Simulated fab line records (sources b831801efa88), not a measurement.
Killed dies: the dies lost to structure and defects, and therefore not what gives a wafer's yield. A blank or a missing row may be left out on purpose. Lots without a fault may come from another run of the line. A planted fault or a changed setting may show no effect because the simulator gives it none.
The tool behind it: which one?	flow gf180mcu	13 lots with 39 wafers sampled at 4 steps, on a route of 602 steps

WHAT EACH GAUGE READ, for each wafer
GF_PASSIVATION_BOW_MEAS_14. Usual: PASSIVATION_BOW gives 138 um (standard deviation 8.7).
lot	measured	on	PASSIVATION_BOW (um)	flag
L970	day 29 20:00	film metro-01	137 140 136	
L971	day 30 06:01	film metro-01	139 132 127	
L972	day 30 11:09	film metro-04	148 144 145	
L973	day 30 18:36	film metro-03	160 139 160	
L974	day 30 23:45	film metro-04	142 146 129	
L976	day 31 10:50	film metro-03	136 140 143	
L979	day 32 15:06	film metro-01	137 130 137	
L980	day 32 16:36	film metro-03	137 125 122	
L983	day 33 09:07	film metro-01	146 142 135	
L984	day 33 10:52	film metro-01	135 151 134	
L988	day 34 10:51	film metro-03	129 140 135	
L990	day 34 21:14	film metro-01	146 144 149	
L991	day 35 12:01	film metro-01	145 138 135	

WHICH TOOL RAN EACH LOT (tool, then ch and the chambers of the sampled wafers, then the start)
lot	GF_M4_METAL_ETCH_16	GF_V4_CMP_26	GF_MIM_CVD_05
L970	rie metal-03 ch 0, day 24 08:58	cmp-02 ch 0,2,3, day 25 09:14	pecvd-01 ch 1,2, day 25 09:37
L971	rie metal-03 ch 0,1, day 24 17:49	cmp-01 ch 0,2,3, day 25 17:34	pecvd-04 ch 0,2, day 25 17:59
L972	rie metal-01 ch 0,1, day 25 00:04	cmp-02 ch 0,1,3, day 26 00:05	pecvd-03 ch 1,2, day 26 00:37
L973	rie metal-02 ch 0,1, day 25 11:46	cmp-01 ch 0,2, day 26 11:18	pecvd-04 ch 0,1, day 26 11:49
L974	rie metal-01 ch 0,1, day 25 16:38	cmp-01 ch 0,2,3, day 26 15:58	pecvd-04 ch 0,1,2, day 26 16:23
L976	rie metal-01 ch 0, day 26 05:40	cmp-02 ch 1,2,3, day 27 05:07	pecvd-04 ch 0,1,2, day 27 05:35
L979	rie metal-01 ch 0,1, day 27 14:01	cmp-01 ch 0,1, day 28 12:40	pecvd-04 ch 0,1,2, day 28 13:08
L980	rie metal-03 ch 0,1, day 27 16:07	cmp-02 ch 0,1,2, day 28 14:29	pecvd-01 ch 0,1,2, day 28 14:58
L983	rie metal-03 ch 0, day 28 13:05	cmp-02 ch 0,2,3, day 29 10:38	pecvd-04 ch 0,2, day 29 11:04
L984	rie metal-02 ch 0,1, day 28 15:37	cmp-01 ch 0,3, day 29 14:13	pecvd-04 ch 0,1,2, day 29 14:46
L988	rie metal-03 ch 0,1, day 29 20:14	cmp-02 ch 0,2, day 30 17:01	pecvd-01 ch 0,1, day 30 17:32
L990	rie metal-02 ch 0,1, day 30 11:13	cmp-02 ch 0,1,3, day 31 07:46	pecvd-01 ch 0,2, day 31 08:14
L991	rie metal-01 ch 0,1, day 30 15:34	cmp-01 ch 1,2,3, day 31 23:38	pecvd-01 ch 1,2, day 32 00:04
- GF_M4_METAL_ETCH_16: etches the open film in Cl2/BCl3, stops on SiO2, target depth 750.8 nm, time 125.1 s.
- GF_V4_CMP_26: polishes, stops on SiO2, t overpolish 15 s, target thk 0 nm.
- GF_MIM_CVD_05: deposits Si3N4, target thk 42 nm, time 29.086 s.

WHAT THE TOOLS THEMSELVES READ (means of the sampled wafers that have a number; where no wafer has one, the mark that the record gives instead)
GF_M4_METAL_ETCH_16. Usual: drypump motor current A 5.7 A, standard deviation 0.47; oes product au 0.990 a.u., standard deviation 0.0059; throttle valve pct 28.230 %, standard deviation 0.011.
lot	tool	drypump motor current A (A)	oes product au (a.u.)	throttle valve pct (%)	flag
L970	rie metal-03	5.2	0.990	28.245	
L971	rie metal-03	5.6	0.994	28.236	
L972	rie metal-01	5.6	0.985	28.233	
L973	rie metal-02	5.7	0.995	28.228	
L974	rie metal-01	5.6	0.986	28.244	
L976	rie metal-01	5.3	0.982	28.236	
L979	rie metal-01	5.6	0.982	28.241	
L980	rie metal-03	5.6	0.988	28.233	
L983	rie metal-03	5.2	0.992	28.227	
L984	rie metal-02	5.6	0.995	28.219	
L988	rie metal-03	6.0	0.998	28.220	
L990	rie metal-02	5.6	0.998	28.227	
L991	rie metal-01	5.6	0.985	28.239	

GF_V4_CMP_26. Usual: motor current A 10.0 A, standard deviation 1.4; overpolish run s 14.999 s, standard deviation 0.009; time to endpoint s 87 s, standard deviation 4.6.
lot	tool	motor current A (A)	overpolish run s (s)	time to endpoint s (s)	flag
L970	cmp-02	9.6	14.998	86	
L971	cmp-01	9.6	15.004	87	
L972	cmp-02	10.7	15.006	89	
L973	cmp-01	8.9	15.002	86	
L974	cmp-01	9.8	14.992	83	
L976	cmp-02	10.8	14.994	83	
L979	cmp-01	10.0	14.999	88	
L980	cmp-02	9.4	14.996	86	
L983	cmp-02	9.6	14.997	86	
L984	cmp-01	10.6	15.005	82	
L988	cmp-02	8.4	14.997	85	
L990	cmp-02	10.4	15.001	87	
L991	cmp-01	10.1	15.000	90	

GF_MIM_CVD_05. Usual: heater power w at 617 W, with a standard deviation of 65.
lot	tool	heater power w (W)	flag
L970	pecvd-01	579	
L971	pecvd-04	648	
L972	pecvd-03	728	
L973	pecvd-04	609	
L974	pecvd-04	655	
L976	pecvd-04	587	
L979	pecvd-04	626	
L980	pecvd-01	534	
L983	pecvd-04	579	
L984	pecvd-04	626	
L988	pecvd-01	557	
L990	pecvd-01	638	
L991	pecvd-01	557	

THE ANSWER, worked out from the rows above alone
Rule: lot off if the mean of its wafers having a number is beyond 3 standard deviations from the usual mean. A lot without any number at a reading at which 4 lots or more have one is off too. Any other lot the step has rows for is counted as sound. First the gauges in route order, then the tools' own readings, where a lot's mean is used as printed above. The first step at which some lot is off is used, and at that step the reading that is off furthest; a lot without a number counts as furthest.
Across all readings shown, no lot is off: no conclusion can be drawn from this.

WHAT THE SIMULATOR HAD INSERTED
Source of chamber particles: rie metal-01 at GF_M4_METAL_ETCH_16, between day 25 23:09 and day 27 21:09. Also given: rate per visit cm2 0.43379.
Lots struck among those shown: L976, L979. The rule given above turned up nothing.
